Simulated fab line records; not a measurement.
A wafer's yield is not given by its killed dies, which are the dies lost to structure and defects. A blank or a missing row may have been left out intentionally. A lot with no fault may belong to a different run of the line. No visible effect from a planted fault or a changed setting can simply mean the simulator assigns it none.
A struck lot beside a sound one    flow sky130    30 steps out of a route of 708
Sound: wafers L294.1, L294.2, L294.5. Struck: wafers L304.3, L304.6 (left out: L304.4, a lot-mate that was not struck); the cause follows at the end.
Order at every step that has rows: each side's tool, ch and its chambers, its first start. Under that, the readings that differ: sound wafers    struck wafers    difference of the means    sigmas: that difference in standard deviations of wafers without a fault.
alike: a reading whose means differ by less than 2 such deviations, as well as words and numbers matching on both sides. not compared: withheld readings; readings where some wafer has no value; bounds like >300 that might hide an equal value; numbers whose values overlap and for which the record gives no deviation.
A row with sigmas, a row that says differs or no value, or rows on one side alone: a step with any of these is where the two part. Non-overlapping numbers with no deviation appear without sigmas and do not part them. Lack of a reading on every wafer of one side parts them only where that side has two or more wafers.

SKY_LI_CONTACT_OVL_MEAS_13:
  sound on overlay-01 at day 31 20:29; struck on overlay-02 at day 35 00:41
  alike: LI_CONTACT_OVL
then, 2 steps without rows for these wafers: SKY_LI_CONTACT_ETCH_14 (etches BARC in N2/H2, stops on SiO2, time 45.9 s, target depth 60 nm); SKY_LI_CONTACT_ETCH_15 (etches PSG in C4F8/O2/Ar, stops on Si, target depth 600 nm).
SKY_LI_CONTACT_STRIP_16: strips in O2/N2.
  sound on plasmaAsher-02 ch 0,1, day 31 20:39; struck on plasmaAsher-03 ch 0, day 35 00:53
  alike: drypumpMotorCurrentA, oesProductAu, stripTimeToEndpointS
  not compared: rfHoursCounterH
then, 2 steps without rows for these wafers: SKY_LI_CONTACT_CLEAN_17 (cleans in NMP, time 600 s); SKY_LI_CONTACT_PRE_CLEAN_18 (time 5.6 s).
SKY_LI_CONTACT_SPUTTER_19: material Ti, target thk 20 nm, time 106.37 s.
  sound on pvdSputter-04 at day 31 20:56; struck on pvdSputter-01 at day 35 01:08
  alike: cathodeDcPowerW, throttleValvePct
then, 1 step without rows for these wafers: SKY_LI_CONTACT_SPUTTER_20 (material TiN, target thk 20 nm, time 80 s).
SKY_LI_CONTACT_CVD_21: deposits W, target thk 400 nm, time 120.56 s.
  sound on cvdW-01 ch 0,1, day 31 21:05; struck on cvdW-01 ch 0, day 35 01:19
  alike: heaterPowerW
SKY_LI_CONTACT_RS_MEAS_22: uses a four-point probe to measure.
  sound on filmMetro-01 at day 31 21:13; struck on filmMetro-03 at day 35 01:26
  alike: LI_CONTACT_W_RS
SKY_LI_CONTACT_THK_MEAS_23: measures by xrf.
  sound on filmMetro-01 at day 31 21:20; struck on filmMetro-03 at day 35 01:32
  alike: LI_CONTACT_W_THK
SKY_LI_CONTACT_CMP_24: polishes, stops on PSG, t overpolish 20 s, target thk 0 nm.
  sound on cmp-01 ch 1,2,3, day 31 21:26; struck on cmp-02 ch 0,3, day 35 01:41
  alike: motorCurrentA, overpolishRunS, platenRpm, slurryFlowMlMin, timeToEndpointS
SKY_LOCAL_INTERCONNECT_SPUTTER_00: material TiN, target thk 100 nm, time 83.3 s.
  sound on pvdSputter-04 at day 31 21:41; struck on pvdSputter-03 at day 35 01:53
reading                                                sound                 struck         difference  sigmas
cathodeDcPowerW (W)                                    6498.1 6499.5 6501.8  9584.7 9585.5  +3085.3     +99 or more
model.TiN_of_LOCAL_INTERCONNECT_SPUTTER_00.thkNm (nm)  99.48 99.9 99.51      149.1 149.2    +49.5       
  alike: throttleValvePct
SKY_LOCAL_INTERCONNECT_RS_MEAS_01: uses a four-point probe to measure.
  sound on filmMetro-03 at day 31 21:45; struck on filmMetro-04 at day 35 01:59
reading                             sound              struck     difference  sigmas
LOCAL_INTERCONNECT_TIN_RS (ohm/sq)  14.22 14.15 14.26  9.35 9.33  -4.87       -29
SKY_LOCAL_INTERCONNECT_THK_MEAS_02: measures by xrf.
  sound on filmMetro-03 at day 31 21:52; struck on filmMetro-04 at day 35 02:05
reading                          sound            struck       difference  sigmas
LOCAL_INTERCONNECT_TIN_THK (nm)  99.2 100.0 99.9  147.5 147.6  +47.9       +37
then, 8 steps without rows for these wafers: SKY_LOCAL_INTERCONNECT_DEHYDRATE_03 (time 60 s); SKY_LOCAL_INTERCONNECT_HMDS_04 (prime time 60 s); SKY_LOCAL_INTERCONNECT_COAT_05 (resist thk 60 nm); SKY_LOCAL_INTERCONNECT_COAT_06 (resist thk 450 nm); SKY_LOCAL_INTERCONNECT_SOFTBAKE_07 (time 90 s); SKY_LOCAL_INTERCONNECT_EXPOSE_08 (exposes mask LI1M, target cd 170 nm); SKY_LOCAL_INTERCONNECT_PEB_09; SKY_LOCAL_INTERCONNECT_DEVELOP_10 (develop time 60 s).
SKY_LOCAL_INTERCONNECT_CD_MEAS_11 targets a cd of 170 nm.
  sound on cdSem-02 at day 33 00:10; struck on cdSem-01 at day 36 09:06
  alike: cdNm
SKY_LOCAL_INTERCONNECT_OVL_MEAS_12:
  sound on overlay-02 at day 33 00:17; struck on overlay-02 at day 36 09:11
reading                      sound   struck  difference  sigmas
LOCAL_INTERCONNECT_OVL (nm)  5 10 0  -10 -6  -13         -2
then, 1 step without rows for these wafers: SKY_LOCAL_INTERCONNECT_ETCH_13 (etches BARC in N2/H2, stops on SiO2, time 45.9 s, target depth 60 nm).
SKY_LOCAL_INTERCONNECT_METAL_ETCH_14: etches TiN in Cl2/BCl3, stops on PSG, target depth 110 nm, time 31.4 s.
  sound on rieMetal-02 ch 0,1, day 33 00:23; struck on rieMetal-02 ch 0,1, day 36 09:18
reading               sound                 struck         difference  sigmas
oesProductAu (a.u.)   0.937 0.927 0.933     1.005 1.010    +0.075      +9
throttleValvePct (%)  21.910 21.885 21.901  21.861 21.874  -0.031      -3
  alike: drypumpMotorCurrentA
  not compared: rfHoursCounterH
SKY_LOCAL_INTERCONNECT_STRIP_15: strips in O2/N2.
  sound on plasmaAsher-01 ch 0,1, day 33 00:26; struck on plasmaAsher-04 ch 1, day 36 09:22
  alike: drypumpMotorCurrentA, oesProductAu, stripTimeToEndpointS
  not compared: rfHoursCounterH
SKY_LOCAL_INTERCONNECT_STRIP_16: strips in post etch residue remover, time 1200 s.
  sound on wetBench-03 ch 2, day 33 00:32; struck on wetBench-03 ch 1, day 36 09:26
reading                                                sound              struck       difference  sigmas
model.TiN_of_LOCAL_INTERCONNECT_SPUTTER_00.thkNm (nm)  99.06 99.49 99.09  148.7 148.8  +49.5       
then, 1 step without rows for these wafers: SKY_LOCAL_INTERCONNECT_CLEAN_17 (cleans in IPA, time 180 s).

WHERE THEY PART
At SKY_LOCAL_INTERCONNECT_SPUTTER_00 first; at SKY_LOCAL_INTERCONNECT_METAL_ETCH_14 last (within this record only). Later steps at which nothing parts them and some readings are alike: SKY_LOCAL_INTERCONNECT_STRIP_15.

WHY: what had been put in by the simulator
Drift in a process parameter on pvdSputter-03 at SKY_LOCAL_INTERCONNECT_SPUTTER_00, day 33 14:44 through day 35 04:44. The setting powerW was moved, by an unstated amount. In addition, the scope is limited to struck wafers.
